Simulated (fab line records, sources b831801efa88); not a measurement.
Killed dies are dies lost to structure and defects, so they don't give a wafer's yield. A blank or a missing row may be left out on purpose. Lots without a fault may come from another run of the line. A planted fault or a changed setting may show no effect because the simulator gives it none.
Which tool did it? | flow gf180mcu | 13 lots, 39 wafers sampled, at 3 steps of a route of 602

WHAT THE GAUGES READ, wafer by wafer
GF_CONTACT_RS_MEAS_25: measures by four-point-probe. Usual: CONTACT_W_RS 0.382 ohm/sq, standard deviation 0.0052.
lot  | measured     | on            | CONTACT_W_RS (ohm/sq) | flag
L829 | day 15 23:26 | film_metro-03 | 0.382 0.379 0.379     |
L830 | day 16 10:17 | film_metro-03 | 0.386 0.381 0.380     |
L831 | day 16 17:04 | film_metro-03 | 0.391 0.387 0.379     |
L832 | day 16 23:39 | film_metro-04 | 0.388 0.376 0.389     |
L836 | day 18 20:03 | film_metro-02 | 0.377 0.379 0.379     |
L837 | day 19 17:10 | film_metro-02 | 0.378 0.378 0.378     |
L839 | day 20 00:46 | film_metro-03 | 0.381 0.381 0.390     |
L842 | day 21 08:37 | film_metro-03 | 0.388 0.390 0.381     |
L845 | day 22 05:17 | film_metro-04 | 0.385 0.376 0.378     |
L846 | day 22 14:34 | film_metro-04 | 0.381 0.374 0.380     |
L847 | day 22 23:31 | film_metro-03 | 0.387 0.391 0.394     |
L849 | day 23 08:09 | film_metro-02 | 0.378 0.376 0.384     |
L851 | day 23 20:57 | film_metro-02 | 0.382 0.385 0.377     |

WHICH TOOL RAN EACH LOT (tool, then ch and the chambers of the sampled wafers, then the start)
lot  | GF_CONTACT_ETCH_16                 | GF_CONTACT_STRIP_18
L829 | rie_diel-04 ch 0,1,3, day 15 22:44 | plasma_asher-02 ch 0,1, day 15 22:55
L830 | rie_diel-04 ch 0,2,3, day 16 09:29 | plasma_asher-03 ch 0,1, day 16 09:39
L831 | rie_diel-03 ch 0,1, day 16 16:23   | plasma_asher-03 ch 0,1, day 16 16:34
L832 | rie_diel-01 ch 0,2,3, day 16 22:59 | plasma_asher-03 ch 0,1, day 16 23:09
L836 | rie_diel-01 ch 0,3, day 18 19:23   | plasma_asher-01 ch 0,1, day 18 19:34
L837 | rie_diel-01 ch 0,1, day 19 16:29   | plasma_asher-02 ch 0,1, day 19 16:38
L839 | rie_diel-04 ch 0,3, day 20 00:06   | plasma_asher-01 ch 1, day 20 00:16
L842 | rie_diel-01 ch 0,3, day 21 07:56   | plasma_asher-03 ch 0,1, day 21 08:07
L845 | rie_diel-01 ch 1,2, day 22 04:35   | plasma_asher-01 ch 0,1, day 22 04:47
L846 | rie_diel-01 ch 0,3, day 22 13:50   | plasma_asher-03 ch 0,1, day 22 14:02
L847 | rie_diel-01 ch 0,1,3, day 22 22:44 | plasma_asher-03 ch 0,1, day 22 22:55
L849 | rie_diel-04 ch 0,1,3, day 23 07:26 | plasma_asher-03 ch 0,1, day 23 07:37
L851 | rie_diel-04 ch 0,1,3, day 23 20:11 | plasma_asher-02 ch 0,1, day 23 20:20
- GF_CONTACT_ETCH_16: etches BARC in N2/H2.
- GF_CONTACT_STRIP_18: strips in O2/N2.

WHAT THE TOOLS THEMSELVES READ (means of the sampled wafers that have a number; where no wafer has one, the mark that the record gives instead)
GF_CONTACT_ETCH_16. Usual: drypump_motor_current_A 5.7 A, standard deviation 0.46; oes_product_au 0.855 a.u., standard deviation 0.0047; throttle_valve_pct 13.225 %, standard deviation 0.0093.
lot  | tool        | drypump_motor_current_A (A) | oes_product_au (a.u.) | throttle_valve_pct (%) | flag
L829 | rie_diel-04 | 5.9                         | 0.853                 | 13.224                 |
L830 | rie_diel-04 | 6.1                         | 0.849                 | 13.222                 |
L831 | rie_diel-03 | 5.4                         | 0.856                 | 13.223                 |
L832 | rie_diel-01 | 5.3                         | 0.857                 | 13.219                 |
L836 | rie_diel-01 | 5.4                         | 0.852                 | 13.220                 |
L837 | rie_diel-01 | 5.3                         | 0.857                 | 13.223                 |
L839 | rie_diel-04 | 5.9                         | 0.855                 | 13.222                 |
L842 | rie_diel-01 | 5.3                         | 0.853                 | 13.226                 |
L845 | rie_diel-01 | 5.4                         | 0.855                 | 13.230                 |
L846 | rie_diel-01 | 5.3                         | 0.855                 | 13.217                 |
L847 | rie_diel-01 | 5.3                         | 0.857                 | 13.231                 |
L849 | rie_diel-04 | 5.9                         | 0.855                 | 13.217                 |
L851 | rie_diel-04 | 5.9                         | 0.858                 | 13.226                 |

GF_CONTACT_STRIP_18. Usual: drypump_motor_current_A 5.3 A, standard deviation 0.37; heater_power_w 343 W, standard deviation 27; oes_product_au 0.579 a.u., standard deviation 0.0047.
lot  | tool            | drypump_motor_current_A (A) | heater_power_w (W) | oes_product_au (a.u.) | flag
L829 | plasma_asher-02 | 5.3                         | 319                | 0.576                 |
L830 | plasma_asher-03 | 5.0                         | 370                | 0.583                 |
L831 | plasma_asher-03 | 5.1                         | 374                | 0.576                 |
L832 | plasma_asher-03 | 5.0                         | 353                | 0.579                 |
L836 | plasma_asher-01 | 5.7                         | 349                | 0.579                 |
L837 | plasma_asher-02 | 5.5                         | 327                | 0.575                 |
L839 | plasma_asher-01 | 6.1                         | 355                | 0.577                 |
L842 | plasma_asher-03 | 5.0                         | 373                | 0.578                 |
L845 | plasma_asher-01 | 5.3                         | 339                | 0.580                 |
L846 | plasma_asher-03 | 5.0                         | 357                | 0.579                 |
L847 | plasma_asher-03 | 5.0                         | 348                | 0.581                 |
L849 | plasma_asher-03 | 5.1                         | 373                | 0.583                 |
L851 | plasma_asher-02 | 5.5                         | 331                | 0.575                 |

THE ANSWER, worked out from the rows above alone
Rule: a lot is off if the mean of its wafers that have a number lies more than 3 standard deviations from the usual mean. A lot without any number at a reading at which 4 lots or more have one is off too. The other lots that the step has rows for count as sound. The gauges are gone through in route order, then the tools' own readings, and for those a lot's mean is taken as printed above. The first step at which some lot is off is used, and at that step the reading that is off furthest; a lot without a number counts as furthest.
No lot is off at any reading shown: from this, nothing can be told.

WHAT THE SIMULATOR HAD PUT IN
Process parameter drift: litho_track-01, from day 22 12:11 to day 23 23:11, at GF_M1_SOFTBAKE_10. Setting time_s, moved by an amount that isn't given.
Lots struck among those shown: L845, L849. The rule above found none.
